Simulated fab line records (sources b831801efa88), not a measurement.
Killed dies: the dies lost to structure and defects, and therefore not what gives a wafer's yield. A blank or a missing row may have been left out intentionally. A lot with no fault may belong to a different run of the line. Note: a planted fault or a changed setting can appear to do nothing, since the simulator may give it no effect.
Which tool is to blame? / flow gf180mcu / Sampling: 15 lots, 45 wafers, 4 of 602 route steps

WHAT THE GAUGES READ, wafer by wafer
GF_HV_LDD_OVL_MEAS_20.
lot=L480; measured=day 12 01:25; on=overlay-02; HV_LDD_01_OVL (nm)=1.2 2.7 1.5
lot=L483; measured=day 13 02:38; on=overlay-01; HV_LDD_01_OVL (nm)=3.9 3.2 3.9
lot=L484; measured=day 13 11:09; on=overlay-02; HV_LDD_01_OVL (nm)=0.4 0.4 1.5
lot=L485; measured=day 13 18:55; on=overlay-01; HV_LDD_01_OVL (nm)=1.0 1.5 1.3
lot=L486; measured=day 13 23:58; on=overlay-02; HV_LDD_01_OVL (nm)=2.8 1.8 -1.0
lot=L487; measured=day 14 06:25; on=overlay-01; HV_LDD_01_OVL (nm)=2.2 -0.4 1.6
lot=L489; measured=day 14 23:06; on=overlay-01; HV_LDD_01_OVL (nm)=0.7 -1.4 2.8
lot=L490; measured=day 15 05:33; on=overlay-01; HV_LDD_01_OVL (nm)=-1.1 0.8 1.9
lot=L492; measured=day 15 21:36; on=overlay-02; HV_LDD_01_OVL (nm)=2.7 1.2 2.3
lot=L493; measured=day 16 04:44; on=overlay-01; HV_LDD_01_OVL (nm)=1.9 1.2 3.0
lot=L495; measured=day 16 20:21; on=overlay-02; HV_LDD_01_OVL (nm)=0.9 2.1 1.7
lot=L496; measured=day 17 03:41; on=overlay-02; HV_LDD_01_OVL (nm)=-0.8 -0.5 2.1
lot=L497; measured=day 17 17:35; on=overlay-02; HV_LDD_01_OVL (nm)=0.9 2.1 -1.0
lot=L498; measured=day 17 21:21; on=overlay-02; HV_LDD_01_OVL (nm)=-1.3 0.2 1.7
lot=L499; measured=day 18 04:27; on=overlay-02; HV_LDD_01_OVL (nm)=2.5 0.8 1.0

GF_HV_LDD_OVL_MEAS_47.
lot=L480; measured=day 13 18:42; on=overlay-02; HV_LDD_03_OVL (nm)=-2.5 -3.5 -0.1
lot=L483; measured=day 14 21:18; on=overlay-02; HV_LDD_03_OVL (nm)=-2.8 -0.8 -0.8
lot=L484; measured=day 15 06:44; on=overlay-02; HV_LDD_03_OVL (nm)=0.4 0.1 3.0
lot=L485; measured=day 15 14:25; on=overlay-02; HV_LDD_03_OVL (nm)=-1.5 -0.6 1.3
lot=L486; measured=day 15 20:51; on=overlay-02; HV_LDD_03_OVL (nm)=1.3 2.4 -0.1
lot=L487; measured=day 16 03:57; on=overlay-02; HV_LDD_03_OVL (nm)=-2.6 -2.2 -1.0
lot=L489; measured=day 16 20:39; on=overlay-02; HV_LDD_03_OVL (nm)=0.4 -0.3 -0.3
lot=L490; measured=day 17 04:17; on=overlay-02; HV_LDD_03_OVL (nm)=-0.2 -1.3 -0.4
lot=L492; measured=day 17 21:34; on=overlay-02; HV_LDD_03_OVL (nm)=-2.6 -3.4 -2.1
lot=L493; measured=day 18 04:08; on=overlay-02; HV_LDD_03_OVL (nm)=-0.1 -0.2 -1.1
lot=L495; measured=day 18 21:24; on=overlay-02; HV_LDD_03_OVL (nm)=-2.4 0.7 0.1
lot=L496; measured=day 19 04:44; on=overlay-01; HV_LDD_03_OVL (nm)=-0.8 -0.5 -0.8
lot=L497; measured=day 19 19:11; on=overlay-01; HV_LDD_03_OVL (nm)=0.3 1.2 -1.7
lot=L498; measured=day 19 23:44; on=overlay-02; HV_LDD_03_OVL (nm)=0.5 -0.3 -0.2
lot=L499; measured=day 20 06:41; on=overlay-02; HV_LDD_03_OVL (nm)=-2.0 -2.5 -2.6

GF_NSD_OVL_MEAS_08.
lot=L480; measured=day 14 19:25; on=overlay-01; NSD_OVL (nm)=1.5 0.1 3.4
lot=L483; measured=day 16 00:36; on=overlay-01; NSD_OVL (nm)=1.9 3.2 0.7
lot=L484; measured=day 16 08:03; on=overlay-02; NSD_OVL (nm)=-3.1 -2.0 -1.8
lot=L485; measured=day 16 15:27; on=overlay-01; NSD_OVL (nm)=0.6 -0.3 -1.7
lot=L486; measured=day 16 22:21; on=overlay-02; NSD_OVL (nm)=-0.2 -1.3 0.5
lot=L487; measured=day 17 06:49; on=overlay-01; NSD_OVL (nm)=2.6 0.0 0.4
lot=L489; measured=day 18 00:31; on=overlay-02; NSD_OVL (nm)=-1.4 2.2 -1.0
lot=L490; measured=day 18 06:39; on=overlay-01; NSD_OVL (nm)=-1.5 -0.9 -1.0
lot=L492; measured=day 19 00:44; on=overlay-01; NSD_OVL (nm)=2.4 2.4 1.0
lot=L493; measured=day 19 07:54; on=overlay-02; NSD_OVL (nm)=-2.5 -1.5 0.0
lot=L495; measured=day 20 01:27; on=overlay-01; NSD_OVL (nm)=1.5 3.8 -0.5
lot=L496; measured=day 20 08:30; on=overlay-02; NSD_OVL (nm)=-1.6 -0.9 0.6
lot=L497; measured=day 20 23:33; on=overlay-02; NSD_OVL (nm)=-1.4 -0.8 -2.4
lot=L498; measured=day 21 03:29; on=overlay-01; NSD_OVL (nm)=0.1 -2.5 0.0
lot=L499; measured=day 21 10:46; on=overlay-01; NSD_OVL (nm)=-0.5 1.8 0.0

WHAT TOOL EACH LOT RAN ON (gives the tool, then ch and the chambers of the sampled wafers, and finally the start)
lot=L480; GF_HV_LDD_PEB_44=litho track-02 ch 0, day 13 18:19
lot=L483; GF_HV_LDD_PEB_44=litho track-03 ch 0, day 14 20:53
lot=L484; GF_HV_LDD_PEB_44=litho track-04 ch 0, day 15 06:19
lot=L485; GF_HV_LDD_PEB_44=litho track-03 ch 0, day 15 14:02
lot=L486; GF_HV_LDD_PEB_44=litho track-04 ch 0, day 15 20:26
lot=L487; GF_HV_LDD_PEB_44=litho track-04 ch 0, day 16 03:32
lot=L489; GF_HV_LDD_PEB_44=litho track-02 ch 0, day 16 20:16
lot=L490; GF_HV_LDD_PEB_44=litho track-04 ch 0, day 17 03:52
lot=L492; GF_HV_LDD_PEB_44=litho track-03 ch 0, day 17 21:10
lot=L493; GF_HV_LDD_PEB_44=litho track-02 ch 0, day 18 03:43
lot=L495; GF_HV_LDD_PEB_44=litho track-03 ch 0, day 18 20:59
lot=L496; GF_HV_LDD_PEB_44=litho track-04, day 19 04:19
lot=L497; GF_HV_LDD_PEB_44=litho track-02, day 19 18:46
lot=L498; GF_HV_LDD_PEB_44=litho track-04, day 19 23:20
lot=L499; GF_HV_LDD_PEB_44=litho track-04 ch 0, day 20 06:17
- GF_HV_LDD_PEB_44

WHAT THE TOOLS THEMSELVES READ (means of the sampled wafers that have a number; where no wafer has one, the mark that the record gives instead)
GF_HV_LDD_PEB_44.
lot=L480; tool=litho track-02; exhaust pa (Pa)=43.5
lot=L483; tool=litho track-03; exhaust pa (Pa)=45.0
lot=L484; tool=litho track-04; exhaust pa (Pa)=45.9
lot=L485; tool=litho track-03; exhaust pa (Pa)=44.3
lot=L486; tool=litho track-04; exhaust pa (Pa)=45.0
lot=L487; tool=litho track-04; exhaust pa (Pa)=43.5
lot=L489; tool=litho track-02; exhaust pa (Pa)=45.1
lot=L490; tool=litho track-04; exhaust pa (Pa)=45.7
lot=L492; tool=litho track-03; exhaust pa (Pa)=43.9
lot=L493; tool=litho track-02; exhaust pa (Pa)=45.1
lot=L495; tool=litho track-03; exhaust pa (Pa)=45.2
lot=L496; tool=litho track-04; exhaust pa (Pa)=-
lot=L497; tool=litho track-02; exhaust pa (Pa)=-
lot=L498; tool=litho track-04; exhaust pa (Pa)=-
lot=L499; tool=litho track-04; exhaust pa (Pa)=44.1

THE ANSWER, worked out from the rows above alone
Rule: usual is defined by the lots themselves. Put in order of their means at a reading, lots are off if they are a third of the lots or fewer, leave a main group of 4 or more, and stand apart from it by a gap of 3 or more times the standard deviation of the main group's means; of several such gaps the widest counts. A main group is skipped when, at the precision printed for the reading in the tables above, its means are all equal. Also off: a lot with no number at a reading for which 4 or more lots have one. Any other lot the step has rows for is counted as sound. First the gauges in route order, then the tools' own readings, where a lot's mean is used as printed above. The first step at which some lot is off is used, and at that step the reading that is off furthest; a lot without a number counts as furthest.
Off: L496, L497, L498, at GF_HV_LDD_PEB_44 (exhaust pa). Without a number there: L496, L497, L498. Mean 44.7 Pa and standard deviation 0.78 in the main group.
If a tool, at that step or one of the process steps before it, ran each lot that is off and ran no sound lot following the first of them, it fits. No candidate that was tried fits.

WHAT WAS PUT IN BY THE SIMULATOR
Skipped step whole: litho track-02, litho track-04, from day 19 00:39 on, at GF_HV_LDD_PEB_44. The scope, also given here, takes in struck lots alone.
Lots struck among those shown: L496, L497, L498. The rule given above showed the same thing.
